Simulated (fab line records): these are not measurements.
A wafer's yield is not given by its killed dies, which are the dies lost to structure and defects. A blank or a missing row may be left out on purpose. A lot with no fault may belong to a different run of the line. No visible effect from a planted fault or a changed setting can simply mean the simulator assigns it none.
Struck lot and sound lot, side by side ; flow gf180mcu ; 17 steps out of a route of 602
Sound: wafers L921.2, L921.5, L921.6. Struck: wafers L920.3, L920.5 (left out: L920.1, a lot-mate that was not struck); the cause follows at the end.
For every step that has rows: the tool of each side, followed by ch and its chambers, followed by its first start. Under that, the readings that differ: sound wafers ; struck wafers ; difference of the means ; sigmas: that difference in standard deviations of wafers without a fault.
alike: same words and numbers on both sides, and readings whose means sit less than 2 such deviations apart. not compared: any withheld reading, any reading some wafer has no value for, any bound like >300 that may hide the same value, and any number with overlapping values for which the record gives no deviation.
Wherever a step has rows on one side only, a row that says differs or no value, or a row with sigmas, the two part there. Non-overlapping numbers with no deviation appear without sigmas and do not part them. A reading that every wafer of one side lacks parts them only if that side has two wafers or more.

first, 3 steps without rows for these wafers: GF_V4_EXPOSE_11 (exposes mask Via4, target cd 260 nm); GF_V4_PEB_12 (peb time 90 s); GF_V4_DEVELOP_13 (develop time 60 s).
GF_V4_CD_MEAS_14: target cd 260 nm.
  sound on cdSem-02 at day 28 10:51; struck on cdSem-02 at day 28 07:52
  alike: cdNm
GF_V4_OVL_MEAS_15:
  sound on overlay-02 at day 28 10:58; struck on overlay-02 at day 28 07:59
reading;sound;struck;difference;sigmas
V4_OVL (nm);-10 -2 -9;7 10;+16;+3
GF_V4_ETCH_16: etches BARC in N2/H2.
  sound on rieDiel-03 ch 0,3, day 28 10:59; struck on rieDiel-03 ch 0,1, day 28 08:01
  alike: drypumpMotorCurrentA, oesProductAu, throttleValvePct
GF_V4_ETCH_17: etches SiO2 in C4F8/O2/Ar, stops on TiN, target depth 630 nm.
  sound on rieDiel-03 ch 0,3; struck on rieDiel-03 ch 0,1
  alike: oesProductAu
GF_V4_STRIP_18: strips in O2/N2.
  sound on plasmaAsher-01 ch 0,1, day 28 11:07; struck on plasmaAsher-02 ch 0,1, day 28 08:09
  alike: drypumpMotorCurrentA, heaterPowerW, oesProductAu
  not compared: rfHoursCounterH
then, 2 steps without rows for these wafers: GF_V4_STRIP_19 (strips in post etch residue remover, time 1200 s); GF_V4_CLEAN_20 (cleans in DIW).
GF_V4_SPUTTER_21: material Ti, target thk 15 nm, time 80.02 s.
  sound on pvdSputter-01 at day 28 11:44; struck on pvdSputter-03 at day 28 08:41
  alike: throttleValvePct
then, 1 step without rows for these wafers: GF_V4_SPUTTER_22 (material TiN, target thk 10 nm, time 40 s).
GF_V4_CVD_23: deposits W, target thk 350 nm, time 104.9 s.
  sound on cvdW-01 ch 0,1, day 28 11:50; struck on cvdW-02 ch 0, day 28 08:47
reading;sound;struck;difference;sigmas
chamberPressureTorr (Torr);39.99 40.08 40.05;47.24 47.20;+7.18;+79
model.W_of_V4_CVD_23.thkNm (nm);347.3 347.6 349.7;377.1 382.6;+31.7;
  alike: heaterPowerW
GF_V4_RS_MEAS_24: measures by four-point-probe.
  sound on filmMetro-01 at day 28 11:58; struck on filmMetro-01 at day 28 08:54
reading;sound;struck;difference;sigmas
V4_W_RS (ohm/sq);0.330 0.330 0.327;0.303 0.300;-0.028;-5
GF_V4_THK_MEAS_25: measures by xrf.
  sound on filmMetro-01 at day 28 12:05; struck on filmMetro-01 at day 28 09:01
reading;sound;struck;difference;sigmas
V4_W_THK (nm);350 349 351;381 384;+32;+5
GF_V4_CMP_26: polishes, stops on SiO2, t overpolish 15 s, target thk 0 nm.
  sound on cmp-01 ch 0,1,3, day 28 12:17; struck on cmp-01 ch 1,3, day 28 09:05
  alike: motorCurrentA
-- the record jumps here: 4 days lie between the struck wafers' starts before and after (it left off in module V4 and takes up again in module PASSIVATION, whose first step shown is number 602 of the route) --
GF_PASSIVATION_PROBE_99:
  only the struck wafers here have rows in the record (prober-01, day 32 10:52); the sound ones have none

WHERE THEY PART
First at GF_V4_OVL_MEAS_15; last, within this record, at GF_PASSIVATION_PROBE_99.

WHY: whatever the simulator had introduced
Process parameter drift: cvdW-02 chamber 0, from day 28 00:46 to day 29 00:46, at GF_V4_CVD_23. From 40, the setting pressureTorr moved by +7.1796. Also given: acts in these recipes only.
